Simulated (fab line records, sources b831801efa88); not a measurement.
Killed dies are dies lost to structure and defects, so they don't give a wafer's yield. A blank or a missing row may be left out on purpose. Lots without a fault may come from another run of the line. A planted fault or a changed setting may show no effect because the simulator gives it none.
Which tool did it? | flow gf180mcu | 14 lots, 41 wafers sampled, at 5 steps of a route of 602

WHAT THE GAUGES READ, wafer by wafer
GF_STI_CD_MEAS_12: target cd 220 nm.
lot  | measured    | on        | cd_nm (nm)
L276 | day 2 01:40 | cd_sem-02 | 221.0 220.3
L277 | day 2 07:16 | cd_sem-01 | 219.8 220.0 220.2
L279 | day 2 16:39 | cd_sem-02 | 220.8 221.1 222.0
L280 | day 3 00:01 | cd_sem-01 | 220.0 219.8 220.3
L282 | day 3 08:25 | cd_sem-02 | 220.3 221.3 220.7
L283 | day 3 14:30 | cd_sem-02 | 218.1 219.9 220.3
L284 | day 3 18:07 | cd_sem-01 | 218.9 219.4 220.0
L285 | day 4 00:01 | cd_sem-01 | 221.9 222.9 221.8
L288 | day 4 17:55 | cd_sem-02 | 219.4 220.5 219.9
L289 | day 4 22:20 | cd_sem-02 | 219.1 220.3 219.4
L293 | day 5 17:26 | cd_sem-01 | 220.1 220.7 220.6
L294 | day 5 22:58 | cd_sem-01 | 220.9 220.8 220.5
L298 | day 6 18:02 | cd_sem-02 | 218.1 219.2 217.7
L299 | day 6 23:40 | cd_sem-01 | 220.8 219.7 220.8

GF_STI_THK_MEAS_24.
lot  | measured    | on            | STI_CVD_23_THK (nm)
L276 | day 2 04:19 | film_metro-02 | 675 671
L277 | day 2 09:44 | film_metro-04 | 663 654 649
L279 | day 2 19:09 | film_metro-02 | 665 640 661
L280 | day 3 02:05 | film_metro-03 | 640 659 659
L282 | day 3 10:24 | film_metro-02 | 642 667 669
L283 | day 3 20:23 | film_metro-04 | 665 647 665
L284 | day 3 20:22 | film_metro-03 | 636 654 639
L285 | day 4 05:52 | film_metro-03 | 652 653 659
L288 | day 4 21:41 | film_metro-03 | 646 663 664
L289 | day 5 01:49 | film_metro-04 | 641 646 648
L293 | day 5 19:23 | film_metro-02 | 644 641 643
L294 | day 6 00:57 | film_metro-02 | 656 638 654
L298 | day 6 23:26 | film_metro-02 | 653 648 648
L299 | day 7 03:33 | film_metro-03 | 637 662 661

GF_STI_THK_MEAS_30.
lot  | measured    | on            | STI_OXIDATION_02_THK (nm)
L276 | day 2 07:05 | film_metro-04 | 9.96 10.07
L277 | day 2 12:09 | film_metro-02 | 10.13 10.19 10.21
L279 | day 2 21:30 | film_metro-03 | 9.66 9.71 9.86
L280 | day 3 04:55 | film_metro-02 | 10.01 10.04 9.98
L282 | day 3 13:10 | film_metro-04 | 9.86 9.73 9.69
L283 | day 4 00:17 | film_metro-04 | 9.85 9.68 9.66
L284 | day 4 00:16 | film_metro-03 | 10.02 10.13 10.09
L285 | day 4 09:02 | film_metro-02 | 9.95 9.95 9.94
L288 | day 5 00:06 | film_metro-03 | 9.99 9.93 10.05
L289 | day 5 05:09 | film_metro-02 | 10.40 10.25 10.40
L293 | day 5 21:56 | film_metro-02 | 11.21 11.11 11.29
L294 | day 6 03:49 | film_metro-02 | 11.32 11.35 11.38
L298 | day 7 02:29 | film_metro-03 | 9.67 9.79 9.78
L299 | day 7 05:55 | film_metro-03 | 9.90 9.70 9.85

GF_MVSD_OVL_MEAS_07.
lot  | measured     | on         | MVSD_OVL (nm)
L276 | day 4 10:32  | overlay-01 | -1.7 -1.0
L277 | day 4 15:56  | overlay-02 | -1.3 -1.1 -1.0
L279 | day 5 01:05  | overlay-02 | -0.5 -0.4 -0.7
L280 | day 5 10:13  | overlay-01 | 0.2 0.5 0.6
L282 | day 5 20:02  | overlay-02 | -1.5 -0.6 -1.1
L283 | day 6 07:40  | overlay-01 | -5.8 -3.6 -3.2
L284 | day 6 08:50  | overlay-01 | -0.6 -0.5 0.5
L285 | day 6 17:43  | overlay-01 | 1.6 -0.1 1.7
L288 | day 7 12:20  | overlay-02 | 2.1 1.6 1.4
L289 | day 7 16:36  | overlay-02 | 0.7 1.8 1.9
L293 | day 8 12:56  | overlay-02 | 0.7 -1.1 0.8
L294 | day 8 17:42  | overlay-02 | 1.2 3.0 1.8
L298 | day 9 21:56  | overlay-01 | 3.9 2.2 2.5
L299 | day 10 00:07 | overlay-02 | -1.5 -4.0 -3.3

WHICH TOOL RAN EACH LOT (tool, then ch and the chambers of the sampled wafers, then the start)
lot  | GF_STI_OXIDATION_29
L276 | furnace-01 ch 0, day 2 05:40
L277 | furnace-02 ch 0, day 2 10:44
L279 | furnace-01 ch 0, day 2 20:07
L280 | furnace-01 ch 0, day 3 03:31
L282 | furnace-01 ch 0, day 3 11:45
L283 | furnace-01 ch 0, day 3 22:52
L284 | furnace-01 ch 0, day 3 22:52
L285 | furnace-02 ch 0, day 4 07:37
L288 | furnace-02 ch 0, day 4 22:41
L289 | furnace-01 ch 0, day 5 03:44
L293 | furnace-01 ch 0, day 5 20:31
L294 | furnace-01 ch 0, day 6 02:25
L298 | furnace-02 ch 0, day 7 01:05
L299 | furnace-02 ch 0, day 7 04:31
- GF_STI_OXIDATION_29: stabilise 600 s, purge 300 s, target thk 10 nm.

WHAT THE TOOLS THEMSELVES READ (means of the sampled wafers that have a number; where no wafer has one, the mark that the record gives instead)
GF_STI_OXIDATION_29.
lot  | tool       | spike_tc_lower_C (C) | spike_tc_top_C (C) | tube_center_temp_C (C) | zone_power_centre_pct (%)
L276 | furnace-01 | 899.8                | 909.2              | 900                    | 20.12
L277 | furnace-02 | 899.8                | 907.3              | 900                    | 20.26
L279 | furnace-01 | 900.1                | 908.5              | 900                    | 20.15
L280 | furnace-01 | 900.2                | 908.9              | 900                    | 19.96
L282 | furnace-01 | 899.6                | 909.4              | 900                    | 20.07
L283 | furnace-01 | 899.6                | 908.8              | 900                    | 20.13
L284 | furnace-01 | 901.0                | 908.9              | 900                    | 20.09
L285 | furnace-02 | 900.5                | 907.6              | 900                    | 20.21
L288 | furnace-02 | 901.0                | 908.7              | 900                    | 20.41
L289 | furnace-01 | 899.9                | 909.5              | 900                    | 19.93
L293 | furnace-01 | 900.0                | 909.5              | 900                    | 20.01
L294 | furnace-01 | 899.9                | 908.8              | 900                    | 19.81
L298 | furnace-02 | 900.0                | 908.3              | 900                    | 20.39
L299 | furnace-02 | 900.4                | 906.9              | 900                    | 20.38

THE ANSWER, worked out from the rows above alone
Rule: what is usual is taken from the lots themselves. Put in order of their means at a reading, lots are off if they are a third of the lots or fewer, leave a main group of 4 or more, and stand apart from it by a gap of 3 or more times the standard deviation of the main group's means; of several such gaps the widest counts. A main group whose means are all the same, to the digits that the tables above print for the reading, isn't used. A lot without any number at a reading at which 4 lots or more have one is off too. The other lots that the step has rows for count as sound. The gauges are gone through in route order, then the tools' own readings, and for those a lot's mean is taken as printed above. The first step at which some lot is off is used, and at that step the reading that is off furthest; a lot without a number counts as furthest.
Off: L293, L294, at GF_STI_THK_MEAS_30 (STI_OXIDATION_02_THK). The main group: mean 9.95 nm, standard deviation 0.19.
A tool fits if, at a process step before that reading, it ran every lot that is off, and no sound lot after the first of them. The gauges at GF_STI_THK_MEAS_30 are tried like those tools. Can't be told from this: 2 tools fit, furnace-01 at GF_STI_OXIDATION_29, film_metro-02 at GF_STI_THK_MEAS_30.

WHAT THE SIMULATOR HAD PUT IN
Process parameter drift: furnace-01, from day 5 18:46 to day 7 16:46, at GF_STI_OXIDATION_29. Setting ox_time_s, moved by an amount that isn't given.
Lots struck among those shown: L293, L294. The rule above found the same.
